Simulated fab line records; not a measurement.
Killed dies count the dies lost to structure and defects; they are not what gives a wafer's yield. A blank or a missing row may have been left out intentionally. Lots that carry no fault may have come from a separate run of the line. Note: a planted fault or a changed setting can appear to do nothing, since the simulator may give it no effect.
Which of the tools did it? / flow sfqLine / 40 wafers from 14 lots sampled at 6 of the route's 325 steps

## WHAT THE GAUGES SHOWED, per wafer
SFQ_R5_RS_MEAS_933: measures by four-point-probe. Usual: for R5_MONX_RS the level is 7.06 ohm/sq and the standard deviation is 0.1.
lot=L613; measured=day 58 21:31; on=filmMetro-04; R5_MONX_RS (ohm/sq)=7.10 7.09 7.03; flag=
lot=L614; measured=day 59 05:55; on=filmMetro-03; R5_MONX_RS (ohm/sq)=7.03 7.05 7.00; flag=
lot=L615; measured=day 59 21:25; on=filmMetro-02; R5_MONX_RS (ohm/sq)=7.05 7.02 7.01; flag=
lot=L616; measured=day 60 13:21; on=filmMetro-04; R5_MONX_RS (ohm/sq)=7.24 7.08 7.16; flag=
lot=L617; measured=day 60 22:58; on=filmMetro-02; R5_MONX_RS (ohm/sq)=7.14 7.11 7.21; flag=
lot=L618; measured=day 61 21:42; on=filmMetro-03; R5_MONX_RS (ohm/sq)=7.11 6.93 7.12; flag=
lot=L623; measured=day 64 07:19; on=filmMetro-04; R5_MONX_RS (ohm/sq)=7.08 6.14; flag=OFF
lot=L626; measured=day 64 12:07; on=filmMetro-03; R5_MONX_RS (ohm/sq)=6.93 6.02 6.04; flag=OFF
lot=L627; measured=day 64 16:34; on=filmMetro-02; R5_MONX_RS (ohm/sq)=6.07 6.00; flag=OFF
lot=L630; measured=day 64 22:10; on=filmMetro-04; R5_MONX_RS (ohm/sq)=7.14 7.15 7.02; flag=
lot=L631; measured=day 64 22:54; on=filmMetro-02; R5_MONX_RS (ohm/sq)=7.01 7.01 6.96; flag=
lot=L633; measured=day 65 03:35; on=filmMetro-04; R5_MONX_RS (ohm/sq)=6.92 6.98 7.00; flag=
lot=L635; measured=day 65 10:06; on=filmMetro-02; R5_MONX_RS (ohm/sq)=6.96 6.99 7.03; flag=
lot=L636; measured=day 65 11:54; on=filmMetro-02; R5_MONX_RS (ohm/sq)=6.90 6.96 6.93; flag=

SFQ_R5_THK_MEAS_934: measures by xrf. Usual: for R5_MONX_THK the level is 39.4 nm and the standard deviation is 0.64.
lot=L613; measured=day 58 21:38; on=filmMetro-04; R5_MONX_THK (nm)=39.2 39.3 39.4; flag=
lot=L614; measured=day 59 06:02; on=filmMetro-03; R5_MONX_THK (nm)=39.4 39.3 39.8; flag=
lot=L615; measured=day 59 21:31; on=filmMetro-02; R5_MONX_THK (nm)=39.5 39.9 39.8; flag=
lot=L616; measured=day 60 13:28; on=filmMetro-04; R5_MONX_THK (nm)=38.4 39.3 38.7; flag=
lot=L617; measured=day 60 23:05; on=filmMetro-02; R5_MONX_THK (nm)=38.9 39.2 38.5; flag=
lot=L618; measured=day 61 21:49; on=filmMetro-03; R5_MONX_THK (nm)=39.0 40.1 38.9; flag=
lot=L623; measured=day 64 07:26; on=filmMetro-04; R5_MONX_THK (nm)=39.6 45.8; flag=OFF
lot=L626; measured=day 64 12:14; on=filmMetro-03; R5_MONX_THK (nm)=39.9 46.6 46.6; flag=OFF
lot=L627; measured=day 64 16:41; on=filmMetro-02; R5_MONX_THK (nm)=45.6 46.3; flag=OFF
lot=L630; measured=day 64 22:15; on=filmMetro-04; R5_MONX_THK (nm)=38.9 38.9 39.6; flag=
lot=L631; measured=day 64 23:01; on=filmMetro-02; R5_MONX_THK (nm)=39.9 39.8 39.8; flag=
lot=L633; measured=day 65 03:42; on=filmMetro-04; R5_MONX_THK (nm)=40.2 39.9 39.6; flag=
lot=L635; measured=day 65 10:13; on=filmMetro-02; R5_MONX_THK (nm)=40.1 39.9 39.6; flag=
lot=L636; measured=day 65 12:01; on=filmMetro-02; R5_MONX_THK (nm)=40.4 40.0 40.3; flag=

## WHICH TOOL RAN EACH LOT (tool, then ch and the chambers of the sampled wafers, then the start)
lot=L613; SFQ_TRILAYER_M4_ETCH_METAL_ETCH_096=rieMetal-01 ch 0,1, day 41 11:11; SFQ_TRILAYER_I4_VIA_BARC_OPEN_VIA_ETCH_146=rieDiel-02 ch 1,2,3, day 47 21:26; SFQ_TRILAYER_I4_VIA_ETCH_VIA_ETCH_106=rieDiel-02 ch 1,2,3, day 47 21:28; SFQ_TRILAYER_R5_DEP_SPUTTER_133=pvdSputter-03, day 58 21:26
lot=L614; SFQ_TRILAYER_M4_ETCH_METAL_ETCH_096=rieMetal-01 ch 0,1, day 41 22:01; SFQ_TRILAYER_I4_VIA_BARC_OPEN_VIA_ETCH_146=rieDiel-04 ch 0,1,2, day 48 09:34; SFQ_TRILAYER_I4_VIA_ETCH_VIA_ETCH_106=rieDiel-04 ch 0,1,2, day 48 09:36; SFQ_TRILAYER_R5_DEP_SPUTTER_133=pvdSputter-03, day 59 05:50
lot=L615; SFQ_TRILAYER_M4_ETCH_METAL_ETCH_096=rieMetal-03 ch 0,1, day 42 20:51; SFQ_TRILAYER_I4_VIA_BARC_OPEN_VIA_ETCH_146=rieDiel-03 ch 0,1, day 49 04:46; SFQ_TRILAYER_I4_VIA_ETCH_VIA_ETCH_106=rieDiel-03 ch 0,1, day 49 04:48; SFQ_TRILAYER_R5_DEP_SPUTTER_133=pvdSputter-03, day 59 21:18
lot=L616; SFQ_TRILAYER_M4_ETCH_METAL_ETCH_096=rieMetal-03 ch 0,1, day 43 16:02; SFQ_TRILAYER_I4_VIA_BARC_OPEN_VIA_ETCH_146=rieDiel-03 ch 0,1,3, day 50 05:58; SFQ_TRILAYER_I4_VIA_ETCH_VIA_ETCH_106=rieDiel-03 ch 0,1,3, day 50 06:00; SFQ_TRILAYER_R5_DEP_SPUTTER_133=pvdSputter-03, day 60 13:17
lot=L617; SFQ_TRILAYER_M4_ETCH_METAL_ETCH_096=rieMetal-03 ch 0,1, day 43 23:25; SFQ_TRILAYER_I4_VIA_BARC_OPEN_VIA_ETCH_146=rieDiel-02 ch 0,3, day 50 13:10; SFQ_TRILAYER_I4_VIA_ETCH_VIA_ETCH_106=rieDiel-02 ch 0,3, day 50 13:12; SFQ_TRILAYER_R5_DEP_SPUTTER_133=pvdSputter-03, day 60 22:53
lot=L618; SFQ_TRILAYER_M4_ETCH_METAL_ETCH_096=rieMetal-01 ch 0,1, day 44 21:04; SFQ_TRILAYER_I4_VIA_BARC_OPEN_VIA_ETCH_146=rieDiel-02 ch 0,2,3, day 51 08:22; SFQ_TRILAYER_I4_VIA_ETCH_VIA_ETCH_106=rieDiel-02 ch 0,2,3, day 51 08:24; SFQ_TRILAYER_R5_DEP_SPUTTER_133=pvdSputter-03, day 61 21:38
lot=L623; SFQ_TRILAYER_M4_ETCH_METAL_ETCH_096=rieMetal-04 ch 0,1, day 52 23:31; SFQ_TRILAYER_I4_VIA_BARC_OPEN_VIA_ETCH_146=rieDiel-02 ch 2,3, day 54 16:15; SFQ_TRILAYER_I4_VIA_ETCH_VIA_ETCH_106=rieDiel-02 ch 2,3, day 54 16:17; SFQ_TRILAYER_R5_DEP_SPUTTER_133=pvdSputter-05, day 64 07:14
lot=L626; SFQ_TRILAYER_M4_ETCH_METAL_ETCH_096=rieMetal-04 ch 0,1, day 53 19:55; SFQ_TRILAYER_I4_VIA_BARC_OPEN_VIA_ETCH_146=rieDiel-03 ch 0,3, day 54 22:15; SFQ_TRILAYER_I4_VIA_ETCH_VIA_ETCH_106=rieDiel-03 ch 0,3, day 54 22:17; SFQ_TRILAYER_R5_DEP_SPUTTER_133=pvdSputter-05, day 64 12:02
lot=L627; SFQ_TRILAYER_M4_ETCH_METAL_ETCH_096=rieMetal-03 ch 1, day 53 21:07; SFQ_TRILAYER_I4_VIA_BARC_OPEN_VIA_ETCH_146=rieDiel-02 ch 1, day 54 23:27; SFQ_TRILAYER_I4_VIA_ETCH_VIA_ETCH_106=rieDiel-02 ch 1, day 54 23:29; SFQ_TRILAYER_R5_DEP_SPUTTER_133=pvdSputter-05, day 64 16:29
lot=L630; SFQ_TRILAYER_M4_ETCH_METAL_ETCH_096=rieMetal-03 ch 0,1, day 54 00:45; SFQ_TRILAYER_I4_VIA_BARC_OPEN_VIA_ETCH_146=rieDiel-04 ch 0,1,2, day 55 06:12; SFQ_TRILAYER_I4_VIA_ETCH_VIA_ETCH_106=rieDiel-04 ch 0,1,2, day 55 06:14; SFQ_TRILAYER_R5_DEP_SPUTTER_133=pvdSputter-03, day 64 22:02
lot=L631; SFQ_TRILAYER_M4_ETCH_METAL_ETCH_096=rieMetal-01 ch 0,1, day 54 01:55; SFQ_TRILAYER_I4_VIA_BARC_OPEN_VIA_ETCH_146=rieDiel-03 ch 0,1,2, day 55 07:24; SFQ_TRILAYER_I4_VIA_ETCH_VIA_ETCH_106=rieDiel-03 ch 0,1,2, day 55 07:26; SFQ_TRILAYER_R5_DEP_SPUTTER_133=pvdSputter-04, day 64 22:50
lot=L633; SFQ_TRILAYER_M4_ETCH_METAL_ETCH_096=rieMetal-01 ch 0,1, day 54 04:19; SFQ_TRILAYER_I4_VIA_BARC_OPEN_VIA_ETCH_146=rieDiel-04 ch 0,2,3, day 55 09:48; SFQ_TRILAYER_I4_VIA_ETCH_VIA_ETCH_106=rieDiel-04 ch 0,2,3, day 55 09:50; SFQ_TRILAYER_R5_DEP_SPUTTER_133=pvdSputter-03, day 65 03:29
lot=L635; SFQ_TRILAYER_M4_ETCH_METAL_ETCH_096=rieMetal-01 ch 0,1, day 54 06:43; SFQ_TRILAYER_I4_VIA_BARC_OPEN_VIA_ETCH_146=rieDiel-02 ch 1,2,3, day 55 12:12; SFQ_TRILAYER_I4_VIA_ETCH_VIA_ETCH_106=rieDiel-02 ch 1,2,3, day 55 12:14; SFQ_TRILAYER_R5_DEP_SPUTTER_133=pvdSputter-03, day 65 10:02
lot=L636; SFQ_TRILAYER_M4_ETCH_METAL_ETCH_096=rieMetal-04 ch 0,1, day 54 07:55; SFQ_TRILAYER_I4_VIA_BARC_OPEN_VIA_ETCH_146=rieDiel-04 ch 0,2,3, day 55 13:24; SFQ_TRILAYER_I4_VIA_ETCH_VIA_ETCH_106=rieDiel-04 ch 0,2,3, day 55 13:26; SFQ_TRILAYER_R5_DEP_SPUTTER_133=pvdSputter-04, day 65 11:50
- SFQ_TRILAYER_M4_ETCH_METAL_ETCH_096: etches Nb in Cl2/Ar, stops on SiO2, target depth 240 nm, time 120 s.
- SFQ_TRILAYER_I4_VIA_BARC_OPEN_VIA_ETCH_146: etches BARC in O2, target depth 125 nm, time 41.7 s.
- SFQ_TRILAYER_I4_VIA_ETCH_VIA_ETCH_106: etches SiO2 in CHF3, stops on Nb, target depth 260 nm.
- SFQ_TRILAYER_R5_DEP_SPUTTER_133: material MoNx, target thk 40 nm, time 66.7 s.

## WHAT THE TOOLS THEMSELVES READ (means of the sampled wafers that have a number; where no wafer has one, the mark that the record gives instead)
SFQ_TRILAYER_M4_ETCH_METAL_ETCH_096. Usual: biasW 80.00 W, standard deviation 0.22; drypumpMotorCurrentA 5.7 A, standard deviation 0.59; oesProductAu 0.893 a.u., standard deviation 0.009.
lot=L613; tool=rieMetal-01; biasW (W)=79.95; drypumpMotorCurrentA (A)=5.2; oesProductAu (a.u.)=0.897; flag=
lot=L614; tool=rieMetal-01; biasW (W)=79.93; drypumpMotorCurrentA (A)=5.2; oesProductAu (a.u.)=0.890; flag=
lot=L615; tool=rieMetal-03; biasW (W)=79.89; drypumpMotorCurrentA (A)=6.0; oesProductAu (a.u.)=0.895; flag=
lot=L616; tool=rieMetal-03; biasW (W)=79.93; drypumpMotorCurrentA (A)=5.5; oesProductAu (a.u.)=0.887; flag=
lot=L617; tool=rieMetal-03; biasW (W)=79.99; drypumpMotorCurrentA (A)=6.0; oesProductAu (a.u.)=0.891; flag=
lot=L618; tool=rieMetal-01; biasW (W)=79.93; drypumpMotorCurrentA (A)=5.2; oesProductAu (a.u.)=0.883; flag=
lot=L623; tool=rieMetal-04; biasW (W)=80.06; drypumpMotorCurrentA (A)=6.0; oesProductAu (a.u.)=0.884; flag=
lot=L626; tool=rieMetal-04; biasW (W)=79.92; drypumpMotorCurrentA (A)=5.9; oesProductAu (a.u.)=0.885; flag=
lot=L627; tool=rieMetal-03; biasW (W)=80.16; drypumpMotorCurrentA (A)=6.5; oesProductAu (a.u.)=0.890; flag=
lot=L630; tool=rieMetal-03; biasW (W)=80.15; drypumpMotorCurrentA (A)=5.6; oesProductAu (a.u.)=0.896; flag=
lot=L631; tool=rieMetal-01; biasW (W)=79.90; drypumpMotorCurrentA (A)=5.2; oesProductAu (a.u.)=0.897; flag=
lot=L633; tool=rieMetal-01; biasW (W)=80.07; drypumpMotorCurrentA (A)=5.2; oesProductAu (a.u.)=0.898; flag=
lot=L635; tool=rieMetal-01; biasW (W)=79.84; drypumpMotorCurrentA (A)=5.2; oesProductAu (a.u.)=0.895; flag=
lot=L636; tool=rieMetal-04; biasW (W)=79.93; drypumpMotorCurrentA (A)=5.9; oesProductAu (a.u.)=0.896; flag=

SFQ_TRILAYER_I4_VIA_BARC_OPEN_VIA_ETCH_146. Usual: biasW 80.00 W, standard deviation 0.24; drypumpMotorCurrentA 5.8 A, standard deviation 0.37; oesProductAu 0.685 a.u., standard deviation 0.0043.
lot=L613; tool=rieDiel-02; biasW (W)=80.10; drypumpMotorCurrentA (A)=5.9; oesProductAu (a.u.)=0.689; flag=
lot=L614; tool=rieDiel-04; biasW (W)=80.17; drypumpMotorCurrentA (A)=5.4; oesProductAu (a.u.)=0.682; flag=
lot=L615; tool=rieDiel-03; biasW (W)=80.12; drypumpMotorCurrentA (A)=5.9; oesProductAu (a.u.)=0.682; flag=
lot=L616; tool=rieDiel-03; biasW (W)=79.87; drypumpMotorCurrentA (A)=5.7; oesProductAu (a.u.)=0.688; flag=
lot=L617; tool=rieDiel-02; biasW (W)=80.17; drypumpMotorCurrentA (A)=5.7; oesProductAu (a.u.)=0.684; flag=
lot=L618; tool=rieDiel-02; biasW (W)=79.71; drypumpMotorCurrentA (A)=5.7; oesProductAu (a.u.)=0.687; flag=
lot=L623; tool=rieDiel-02; biasW (W)=79.79; drypumpMotorCurrentA (A)=5.8; oesProductAu (a.u.)=0.687; flag=
lot=L626; tool=rieDiel-03; biasW (W)=80.07; drypumpMotorCurrentA (A)=5.8; oesProductAu (a.u.)=0.688; flag=
lot=L627; tool=rieDiel-02; biasW (W)=79.97; drypumpMotorCurrentA (A)=6.1; oesProductAu (a.u.)=0.686; flag=
lot=L630; tool=rieDiel-04; biasW (W)=80.01; drypumpMotorCurrentA (A)=5.4; oesProductAu (a.u.)=0.691; flag=
lot=L631; tool=rieDiel-03; biasW (W)=80.34; drypumpMotorCurrentA (A)=5.9; oesProductAu (a.u.)=0.683; flag=
lot=L633; tool=rieDiel-04; biasW (W)=79.84; drypumpMotorCurrentA (A)=5.6; oesProductAu (a.u.)=0.683; flag=
lot=L635; tool=rieDiel-02; biasW (W)=79.89; drypumpMotorCurrentA (A)=6.0; oesProductAu (a.u.)=0.683; flag=
lot=L636; tool=rieDiel-04; biasW (W)=79.77; drypumpMotorCurrentA (A)=5.6; oesProductAu (a.u.)=0.687; flag=

SFQ_TRILAYER_I4_VIA_ETCH_VIA_ETCH_106. Usual: biasW 80.00 W, standard deviation 0.26; drypumpMotorCurrentA 5.8 A, standard deviation 0.37; oesProductAu 0.853 a.u., standard deviation 0.0053.
lot=L613; tool=rieDiel-02; biasW (W)=80.03; drypumpMotorCurrentA (A)=5.9; oesProductAu (a.u.)=0.851; flag=
lot=L614; tool=rieDiel-04; biasW (W)=80.15; drypumpMotorCurrentA (A)=5.4; oesProductAu (a.u.)=0.859; flag=
lot=L615; tool=rieDiel-03; biasW (W)=80.33; drypumpMotorCurrentA (A)=5.9; oesProductAu (a.u.)=0.847; flag=
lot=L616; tool=rieDiel-03; biasW (W)=80.02; drypumpMotorCurrentA (A)=5.7; oesProductAu (a.u.)=0.848; flag=
lot=L617; tool=rieDiel-02; biasW (W)=80.26; drypumpMotorCurrentA (A)=5.6; oesProductAu (a.u.)=0.856; flag=
lot=L618; tool=rieDiel-02; biasW (W)=79.99; drypumpMotorCurrentA (A)=5.7; oesProductAu (a.u.)=0.854; flag=
lot=L623; tool=rieDiel-02; biasW (W)=80.12; drypumpMotorCurrentA (A)=5.9; oesProductAu (a.u.)=0.849; flag=
lot=L626; tool=rieDiel-03; biasW (W)=80.15; drypumpMotorCurrentA (A)=5.8; oesProductAu (a.u.)=0.856; flag=
lot=L627; tool=rieDiel-02; biasW (W)=79.95; drypumpMotorCurrentA (A)=6.1; oesProductAu (a.u.)=0.845; flag=
lot=L630; tool=rieDiel-04; biasW (W)=80.05; drypumpMotorCurrentA (A)=5.4; oesProductAu (a.u.)=0.853; flag=
lot=L631; tool=rieDiel-03; biasW (W)=80.00; drypumpMotorCurrentA (A)=5.9; oesProductAu (a.u.)=0.856; flag=
lot=L633; tool=rieDiel-04; biasW (W)=80.06; drypumpMotorCurrentA (A)=5.6; oesProductAu (a.u.)=0.855; flag=
lot=L635; tool=rieDiel-02; biasW (W)=80.22; drypumpMotorCurrentA (A)=6.0; oesProductAu (a.u.)=0.855; flag=
lot=L636; tool=rieDiel-04; biasW (W)=79.85; drypumpMotorCurrentA (A)=5.6; oesProductAu (a.u.)=0.856; flag=

SFQ_TRILAYER_R5_DEP_SPUTTER_133. Usual: 29.5 % for throttleValvePct, sd 1.3.
lot=L613; tool=pvdSputter-03; throttleValvePct (%)=29.5; flag=
lot=L614; tool=pvdSputter-03; throttleValvePct (%)=30.5; flag=
lot=L615; tool=pvdSputter-03; throttleValvePct (%)=30.5; flag=
lot=L616; tool=pvdSputter-03; throttleValvePct (%)=30.7; flag=
lot=L617; tool=pvdSputter-03; throttleValvePct (%)=30.7; flag=
lot=L618; tool=pvdSputter-03; throttleValvePct (%)=30.3; flag=
lot=L623; tool=pvdSputter-05; throttleValvePct (%)=28.5; flag=
lot=L626; tool=pvdSputter-05; throttleValvePct (%)=28.4; flag=
lot=L627; tool=pvdSputter-05; throttleValvePct (%)=29.1; flag=
lot=L630; tool=pvdSputter-03; throttleValvePct (%)=30.0; flag=
lot=L631; tool=pvdSputter-04; throttleValvePct (%)=29.5; flag=
lot=L633; tool=pvdSputter-03; throttleValvePct (%)=30.4; flag=
lot=L635; tool=pvdSputter-03; throttleValvePct (%)=30.5; flag=
lot=L636; tool=pvdSputter-04; throttleValvePct (%)=29.8; flag=

## THE ANSWER, worked out from the rows above alone
Rule: take the mean of a lot's wafers that have a number; if it is more than 3 standard deviations from the usual mean, the lot is off. Also off: a lot with no number at a reading for which 4 or more lots have one. Where the step has rows for the other lots, those lots are counted as sound. First the gauges in route order, then the tools' own readings, where a lot's mean is used as printed above. At the first step where some lot is off, the reading lying furthest off is the one used; lots without a number count as furthest.
Off: L623, L626, L627, at SFQ_R5_RS_MEAS_933 (R5_MONX_RS).
If a tool, at a process step before that reading, ran all the lots that are off and no sound lot after the first of them, it fits. Those tools and the gauges at SFQ_R5_RS_MEAS_933 are tried in the same way. One candidate fits, namely pvdSputter-05 at SFQ_TRILAYER_R5_DEP_SPUTTER_133. It ran no sound lot before its first lot that is off in this sample, so the start can't be narrowed down.

## WHAT THE SIMULATOR HAD INSERTED
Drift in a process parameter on pvdSputter-05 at SFQ_TRILAYER_R5_DEP_SPUTTER_133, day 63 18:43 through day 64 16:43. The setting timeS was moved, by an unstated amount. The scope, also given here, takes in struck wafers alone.
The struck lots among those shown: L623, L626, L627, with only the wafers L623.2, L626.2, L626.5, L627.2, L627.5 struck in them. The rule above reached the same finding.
